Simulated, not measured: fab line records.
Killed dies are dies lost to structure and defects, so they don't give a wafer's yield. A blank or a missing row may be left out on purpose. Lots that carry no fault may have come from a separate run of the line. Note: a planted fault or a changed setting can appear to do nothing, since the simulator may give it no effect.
A struck lot beside a sound one / flow gf180mcu / 13 out of 602 route steps
Sound: these wafers, L945.2, L945.4, L945.5. Struck: wafers L950.1, L950.3, L950.5. Last of all comes the cause.
Order at every step that has rows: each side's tool, ch and its chambers, its first start. Under that, the readings that differ: sound wafers / struck wafers / difference of the means / sigmas: that difference in standard deviations of wafers without a fault.
alike: words and numbers the same on both sides, and readings whose means are apart by under 2 such deviations; not compared: readings that were withheld, readings missing a value for some wafer, numbers with overlapping values and no deviation given by the record, and bounds like >300 which may hide the same value.
A row with sigmas, a row that says differs or no value, or rows on one side alone: a step with any of these is where the two part. Numbers that have no deviation but don't overlap get no sigmas and don't part them. A reading missing from all wafers of one side parts the sides only when that side holds two or more wafers.

GF_STI_BOW_MEAS_00:
  sound: film metro-03 at day 1 15:01; struck: film metro-04 at day 2 16:00
  alike: INCOMING_BOW
then, 1 step without rows for these wafers: GF_STI_OXIDATION_01 (stabilise 600 s, purge 300 s, target thk 10 nm).
GF_STI_THK_MEAS_02:
  sound: film metro-03 at day 1 16:41; struck: film metro-02 at day 2 18:40
  alike: STI_OXIDATION_THK
then, 1 step without rows for these wafers: GF_STI_CVD_03 (deposits Si3N4 from DCS/NH3, target thk 207.16 nm, time 3551 s).
GF_STI_THK_MEAS_04:
  sound: film metro-04 at day 1 18:44; struck: film metro-04 at day 2 21:42
reading=STI_CVD_03_THK (nm); sound=205.7 202.5 204.7; struck=210.3 208.5 209.5; difference=+5.1; sigmas=+2
then, 6 steps without rows for these wafers: GF_STI_DEHYDRATE_05 (time 60 s); GF_STI_HMDS_06 (prime time 60 s); GF_STI_COAT_07 (resist thk 700 nm); GF_STI_SOFTBAKE_08 (time 60 s); GF_STI_EXPOSE_09 (exposes mask COMP, target cd 220 nm); GF_STI_PEB_10 (peb time 90 s).
GF_STI_DEVELOP_11: develop time 60 s.
  struck on litho track-02, day 3 09:54; sound on litho track-01 ch 0, day 2 06:09
  no value came back on the struck wafers for chill plate temp C (C), develop time s (s), developer temp C (C); on the sound wafers chill plate temp C (C) reads 23.04 23.07 23.09
reading=model.KrF_of_STI_COAT_07.thk nm (nm); sound=684.6 686.3 686; struck=698.4 700 701; difference=+14.2; sigmas=
GF_STI_CD_MEAS_12: the cd target is 220 nm.
  sound: cd sem-01 at day 2 06:17; struck: cd sem-01 at day 3 10:03
reading=cd nm (nm); sound=219.7 220.4 220.5; struck=- - -; difference=no value on the struck wafers; sigmas=

== WHERE THEY PART ==
At GF_STI_THK_MEAS_04 first; at GF_STI_CD_MEAS_12 last (within this record only).

WHY: what the simulator had put in
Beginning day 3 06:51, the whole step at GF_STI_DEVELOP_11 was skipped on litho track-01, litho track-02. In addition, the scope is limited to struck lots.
